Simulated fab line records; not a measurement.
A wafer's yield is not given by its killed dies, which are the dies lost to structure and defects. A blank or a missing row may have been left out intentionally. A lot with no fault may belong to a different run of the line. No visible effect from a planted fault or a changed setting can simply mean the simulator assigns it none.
fab line records + flow sky130 + part 2 of 2: steps 28 to 41 of 41
record
- lots=5
- wafers=15
- lastDay=50
route steps=708 shown CAP2M@609 METAL4@621 VIA4@639
lots that met no fault: from a run of the same line without faults
startH: hours from the record's first day to the start of the lot's first wafer shown + waitH: hours elapsed since this lot's preceding step + " as in the row above + L1.1+2: one row covering several wafers at once + - either no value or no given start + * or withheld: withheld + < > ~ a bound
route shown NAME@n: names a module that has steps shown in the file, with the first one's number in the route + usual: the fault-free wafers' mean and standard deviation + same: alike in all rows + chamber/n: place in a boat + sites: the reading at each site + _std_site: the values' standard deviation + _edge_site: mean of outer sites minus mean of inner sites + radiusMm: for every site, how far away it sits from the centre of the wafer + mask NAME#n: copy n + behind: the tool/chamber that last shaped the wafer + hold: reason for holding the lot/hours on hold/outcome of the hold + device: transistor that didn't switch, given as n, p or np + end of line: tests run on the same wafers once the route is complete + a step without rows: its recipe alone + killed: count of dies lost to structure and defects at first sort (not the wafer's yield) + map: the dies of a wafer, with x for killed, . for not killed, _ for no die there
set.NAME: the setting that was run; set.NAME@STEP: the one run at that earlier step + model.NAME: the simulator's own value behind a step, which no gauge read
a table for each step, a row for each wafer; lots at some steps of the route
services: a tool's chamber out of use, with start hour (startH, from the record's first day; less than 0 if before it), hours out, and reason
## steps
# step SKY_METAL4_STRIP_20
# recipe
- chemistry=postEtchResidueRemover
- timeS=1200
- tempC=72.5
# usual
- tempC=72.51/0.12
| lot.wafer | tool        | chamber | startH  | waitH | tempC |
|-----------|-------------|---------|---------|-------|-------|
| L077.1    | wetBench-03 | 2       | 1027.95 | 0.1   | 72.59 |
| L077.3    | "           | 2       | "       | "     | 72.41 |
| L077.5    | "           | 2       | "       | "     | 72.70 |
| L079.1    | wetBench-02 | 2       | 1033.85 | 0.1   | 72.47 |
| L079.4    | "           | 2       | "       | "     | 72.56 |
| L079.5    | "           | 2       | "       | "     | 72.47 |
| L080.2    | wetBench-02 | 0       | 1038.85 | 0.1   | 72.82 |
| L080.4    | "           | 0       | "       | "     | 72.69 |
| L080.5    | "           | 0       | "       | "     | 72.70 |
| L095.3    | wetBench-04 | 0       | 1126.38 | 0.1   | 72.32 |
| L095.4    | "           | 0       | "       | "     | 72.51 |
| L095.6    | "           | 0       | "       | "     | 72.53 |
| L094.2    | wetBench-04 | 3       | 1132.99 | 0.1   | 72.53 |
| L094.5    | "           | 3       | "       | "     | 72.58 |
| L094.6    | "           | 3       | "       | "     | 72.44 |
# step SKY_METAL4_CLEAN_21
# recipe
- chemistry=IPA
- timeS=180
- tempC=25
# usual
- tempC=25.00/0.089
| lot.wafer | tool        | chamber | startH  | waitH | tempC |
|-----------|-------------|---------|---------|-------|-------|
| L077.1    | wetBench-04 | 0       | 1028.30 | 0.0   | 25.02 |
| L077.3    | "           | 0       | "       | "     | 24.76 |
| L077.5    | "           | 0       | "       | "     | 24.90 |
| L079.1    | wetBench-04 | 2       | 1034.20 | 0.0   | 24.99 |
| L079.4    | "           | 2       | "       | "     | 25.00 |
| L079.5    | "           | 2       | "       | "     | 24.96 |
| L080.2    | wetBench-02 | 3       | 1039.20 | 0.0   | 24.99 |
| L080.4    | "           | 3       | "       | "     | 24.97 |
| L080.5    | "           | 3       | "       | "     | 24.97 |
| L095.3    | wetBench-04 | 3       | 1126.72 | 0.0   | 24.95 |
| L095.4    | "           | 3       | "       | "     | 24.83 |
| L095.6    | "           | 3       | "       | "     | 24.96 |
| L094.2    | wetBench-02 | 3       | 1133.33 | 0.0   | 25.06 |
| L094.5    | "           | 3       | "       | "     | 25.04 |
| L094.6    | "           | 3       | "       | "     | 25.13 |
# step SKY_METAL4_CLEAN_22
# recipe
- chemistry=O3/DIW
- dry=n2Spin
| lot.wafer  | tool        | chamber | startH  | waitH |
|------------|-------------|---------|---------|-------|
| L077.1+3+5 | wetBench-02 | 3       | 1028.36 | 0.0   |
| L079.1+4+5 | wetBench-02 | 3       | 1034.26 | 0.0   |
| L080.2+4+5 | wetBench-02 | 1       | 1039.25 | 0.0   |
| L095.3+4+6 | wetBench-03 | 2       | 1126.78 | 0.0   |
| L094.2+5+6 | wetBench-04 | 1       | 1133.39 | 0.0   |
# step SKY_VIA4_HDPCVD_00
# recipe
- material=SiO2
- targetThkNm=1750
- sigmaOpenFrac=0.3
- timeS=291.7
- tempC=400
- sih4FlowSccm=60
- pressureMtorr=6
# usual
- sih4FlowSccm=60.00/0.18
| lot.wafer | tool      | chamber | startH  | waitH | sih4FlowSccm |
|-----------|-----------|---------|---------|-------|--------------|
| L077.1    | hdpcvd-01 | 2       | 1028.46 | 0.0   | 60.07        |
| L077.3    | "         | 0       | "       | "     | 59.61        |
| L077.5    | "         | 2       | "       | "     | 60.11        |
| L079.1    | hdpcvd-02 | 2       | 1034.35 | 0.0   | 59.98        |
| L079.4    | "         | 0       | "       | "     | 60.17        |
| L079.5    | "         | 1       | "       | "     | 59.68        |
| L080.2    | hdpcvd-02 | 0       | 1039.35 | 0.0   | 60.09        |
| L080.4    | "         | 1       | "       | "     | 60.17        |
| L080.5    | "         | 2       | "       | "     | 59.94        |
| L095.3    | hdpcvd-02 | 2       | 1126.87 | 0.0   | 59.90        |
| L095.4    | "         | 0       | "       | "     | 59.96        |
| L095.6    | "         | 1       | "       | "     | 60.08        |
| L094.2    | hdpcvd-02 | 0       | 1133.48 | 0.0   | 60.06        |
| L094.5    | "         | 2       | "       | "     | 60.15        |
| L094.6    | "         | 1       | "       | "     | 59.98        |
# step SKY_VIA4_THK_MEAS_01
# recipe
- reads=SiO2_of_VIA4_HDPCVD_00
# usual
- VIA4_HDPCVD_THK=1746/16
| lot.wafer | tool         | chamber | startH  | waitH | VIA4_HDPCVD_THK[nm] |
|-----------|--------------|---------|---------|-------|---------------------|
| L077.1    | filmMetro-02 | -       | 1028.64 | 0.1   | 1734                |
| L077.3    | "            | -       | "       | "     | 1743                |
| L077.5    | "            | -       | "       | "     | 1738                |
| L079.1    | filmMetro-02 | -       | 1034.53 | 0.1   | 1734                |
| L079.4    | "            | -       | "       | "     | 1730                |
| L079.5    | "            | -       | "       | "     | 1729                |
| L080.2    | filmMetro-03 | -       | 1039.54 | 0.1   | 1753                |
| L080.4    | "            | -       | "       | "     | 1730                |
| L080.5    | "            | -       | "       | "     | 1730                |
| L095.3    | filmMetro-03 | -       | 1127.07 | 0.1   | 1773                |
| L095.4    | "            | -       | "       | "     | 1752                |
| L095.6    | "            | -       | "       | "     | 1748                |
| L094.2    | filmMetro-04 | -       | 1133.67 | 0.1   | 1729                |
| L094.5    | "            | -       | "       | "     | 1759                |
| L094.6    | "            | -       | "       | "     | 1759                |
# step SKY_VIA4_CMP_02
# recipe
- material=SiO2
- downForcePsi=4
- platenRpm=60
- padVelocityMS=0.94248
# usual
- motorCurrentA=11.5/1.3
| lot.wafer | tool   | chamber | startH  | waitH | motorCurrentA |
|-----------|--------|---------|---------|-------|---------------|
| L077.3    | cmp-02 | 2       | 1028.70 | 0.0   | 12.1          |
| L077.1    | "      | 1       | "       | "     | 9.5           |
| L077.5    | "      | 3       | "       | "     | 12.6          |
| L079.4    | cmp-01 | 1       | 1034.64 | 0.1   | 11.8          |
| L079.1    | "      | 3       | "       | "     | 11.4          |
| L079.5    | "      | 1       | "       | "     | 11.8          |
| L080.4    | cmp-01 | 1       | 1039.64 | 0.1   | 11.1          |
| L080.2    | "      | 3       | "       | "     | 10.8          |
| L080.5    | "      | 0       | "       | "     | 9.7           |
| L095.4    | cmp-01 | 2       | 1127.21 | 0.1   | 12.8          |
| L095.3    | "      | 3       | "       | "     | 10.9          |
| L095.6    | "      | 0       | "       | "     | 9.3           |
| L094.2    | cmp-02 | 1       | 1133.84 | 0.2   | 9.5           |
| L094.5    | "      | 3       | "       | "     | 12.9          |
| L094.6    | "      | 0       | "       | "     | 12.9          |
# step SKY_VIA4_BOW_MEAS_03
# recipe
- mode=bow
# usual
- VIA4_BOW=82/7.5
| lot.wafer | tool         | chamber | startH  | waitH | VIA4_BOW[um] |
|-----------|--------------|---------|---------|-------|--------------|
| L077.1    | filmMetro-03 | -       | 1029.00 | 0.1   | 77           |
| L077.3    | "            | -       | "       | "     | 79           |
| L077.5    | "            | -       | "       | "     | 81           |
| L079.1    | filmMetro-02 | -       | 1034.89 | 0.1   | 91           |
| L079.4    | "            | -       | "       | "     | 85           |
| L079.5    | "            | -       | "       | "     | 82           |
| L080.2    | filmMetro-02 | -       | 1039.91 | 0.1   | 75           |
| L080.4    | "            | -       | "       | "     | 74           |
| L080.5    | "            | -       | "       | "     | 85           |
| L095.3    | filmMetro-02 | -       | 1127.45 | 0.1   | 76           |
| L095.4    | "            | -       | "       | "     | 80           |
| L095.6    | "            | -       | "       | "     | 74           |
| L094.2    | filmMetro-02 | -       | 1134.06 | 0.2   | 77           |
| L094.5    | "            | -       | "       | "     | 71           |
| L094.6    | "            | -       | "       | "     | 81           |
# step SKY_VIA4_DEHYDRATE_04
# recipe
- tempC=200
- timeS=60
| lot.wafer  | tool          | chamber | startH  | waitH |
|------------|---------------|---------|---------|-------|
| L077.1+3+5 | lithoTrack-02 | 0       | 1039.68 | 10.7  |
| L079.1+4+5 | lithoTrack-04 | 0       | 1045.67 | 10.8  |
| L080.2+4+5 | lithoTrack-04 | 0       | 1050.60 | 10.7  |
| L095.3+4+6 | lithoTrack-02 | 0       | 1136.83 | 9.4   |
| L094.2+5+6 | lithoTrack-03 | 0       | 1142.89 | 8.8   |
# step SKY_VIA4_HMDS_05
# recipe
- primeTimeS=60
- primeTempC=120
| lot.wafer  | tool          | chamber | startH  | waitH |
|------------|---------------|---------|---------|-------|
| L077.1+3+5 | lithoTrack-02 | 0       | 1039.83 | 0.1   |
| L079.1+4+5 | lithoTrack-04 | 0       | 1045.82 | 0.1   |
| L080.2+4+5 | lithoTrack-04 | 0       | 1050.75 | 0.1   |
| L095.3+4+6 | lithoTrack-02 | 0       | 1136.98 | 0.1   |
| L094.2+5+6 | lithoTrack-03 | 0       | 1143.04 | 0.1   |
# step SKY_VIA4_COAT_06
# recipe
- resist=NOVOLAK
- spinRpm=3000
- resistThkNm=1140
| lot.wafer  | tool          | chamber | startH  | waitH |
|------------|---------------|---------|---------|-------|
| L077.1+3+5 | lithoTrack-02 | 0       | 1039.98 | 0.1   |
| L079.1+4+5 | lithoTrack-04 | 0       | 1045.97 | 0.1   |
| L080.2+4+5 | lithoTrack-04 | 0       | 1050.90 | 0.1   |
| L095.3+4+6 | lithoTrack-02 | 0       | 1137.13 | 0.1   |
| L094.2+5+6 | lithoTrack-03 | 0       | 1143.19 | 0.1   |
# step SKY_VIA4_SOFTBAKE_07
# recipe
- tempC=90
- timeS=60
- resist=NOVOLAK
| lot.wafer  | tool          | chamber | startH  | waitH |
|------------|---------------|---------|---------|-------|
| L077.1+3+5 | lithoTrack-02 | 0       | 1040.13 | 0.1   |
| L079.1+4+5 | lithoTrack-04 | 0       | 1046.12 | 0.1   |
| L080.2+4+5 | lithoTrack-04 | 0       | 1051.05 | 0.1   |
| L095.3+4+6 | lithoTrack-02 | 0       | 1137.28 | 0.1   |
| L094.2+5+6 | lithoTrack-03 | 0       | 1143.34 | 0.1   |
# step SKY_VIA4_EXPOSE_08
# recipe
- maskId=VIM4
- na=0.6
- sourceShape=conventional
- sigmaOuter=0.6
- polarization=unpolarized
- targetCdNm=800
- doseMj=132
# same
- sigmaOuter=0.6
| lot.wafer  | tool            | chamber | startH | waitH | mask   |
|------------|-----------------|---------|--------|-------|--------|
| L077.1+3+5 | ilineStepper-02 | 0       | -      | -     | VIM4#0 |
| L079.1+4+5 | ilineStepper-01 | 0       | -      | -     | VIM4#0 |
| L080.2+4+5 | ilineStepper-02 | 0       | -      | -     | VIM4#0 |
| L095.3+4+6 | ilineStepper-01 | 0       | -      | -     | VIM4#0 |
| L094.2+5+6 | ilineStepper-01 | 0       | -      | -     | VIM4#0 |
# step SKY_VIA4_PEB_09
# recipe
- tempC=withheld
- timeS=*
- resist=NOVOLAK
| lot.wafer  | tool          | chamber | startH | waitH |
|------------|---------------|---------|--------|-------|
| L077.1+3+5 | lithoTrack-04 | 0       | -      | -     |
| L079.1+4+5 | lithoTrack-04 | 0       | -      | -     |
| L080.2+4+5 | lithoTrack-02 | 0       | -      | -     |
| L095.3+4+6 | lithoTrack-02 | 0       | -      | -     |
| L094.2+5+6 | lithoTrack-02 | 0       | -      | -     |
# step SKY_VIA4_DEVELOP_10
# recipe
- resist=NOVOLAK
- developer=TMAH
- developTimeS=60
- devTempC=23
| lot.wafer  | tool          | chamber | startH  | waitH |
|------------|---------------|---------|---------|-------|
| L077.1+3+5 | lithoTrack-04 | 0       | 1051.32 | 0.1   |
| L079.1+4+5 | lithoTrack-04 | 0       | 1057.12 | 0.1   |
| L080.2+4+5 | lithoTrack-02 | 0       | 1061.96 | 0.1   |
| L095.3+4+6 | lithoTrack-02 | 0       | 1147.23 | 0.1   |
| L094.2+5+6 | lithoTrack-02 | 0       | 1152.41 | 0.1   |
## services
| tool            | chamber | startH  | hours | kind   |
|-----------------|---------|---------|-------|--------|
| wetBench-02     | -       | 974.64  | 2.8   | repair |
| rieDiel-01      | 3       | 975.08  | 7.2   | repair |
| rieDiel-01      | 1       | 975.52  | 1.7   | repair |
| rieMetal-03     | -       | 986.68  | 14.6  | pm     |
| ilineStepper-01 | -       | 994.55  | 1.7   | pm     |
| rieDiel-01      | 3       | 1002.56 | 1.2   | repair |
| krfScanner-02   | -       | 1004.86 | 0.4   | repair |
| ilineStepper-02 | -       | 1014.30 | 4.3   | repair |
| plasmaAsher-03  | -       | 1014.58 | 14.6  | pm     |
| cmp-01          | -       | 1020.43 | 2.0   | repair |
| rieDiel-01      | 2       | 1023.47 | 9.4   | repair |
| krfScanner-02   | -       | 1035.00 | 1.0   | pm     |
| plasmaAsher-03  | -       | 1055.25 | 9.0   | pm     |
| rieDiel-01      | 3       | 1063.40 | 6.3   | repair |
| plasmaAsher-03  | -       | 1072.21 | 11.9  | repair |
| rieMetal-04     | 1       | 1075.40 | 6.3   | repair |
| hdpcvd-02       | 0       | 1109.87 | 7.7   | repair |
| krfScanner-02   | -       | 1112.46 | 0.8   | pm     |
| rieDiel-01      | 1       | 1113.69 | 14.0  | repair |
| rieMetal-03     | 0       | 1120.53 | 5.8   | repair |
| wetBench-04     | -       | 1120.82 | 1.9   | pm     |
| krfScanner-02   | -       | 1132.14 | 1.3   | pm     |
| krfScanner-02   | -       | 1140.70 | 37.4  | repair |
| cmp-01          | -       | 1142.91 | 10.2  | repair |
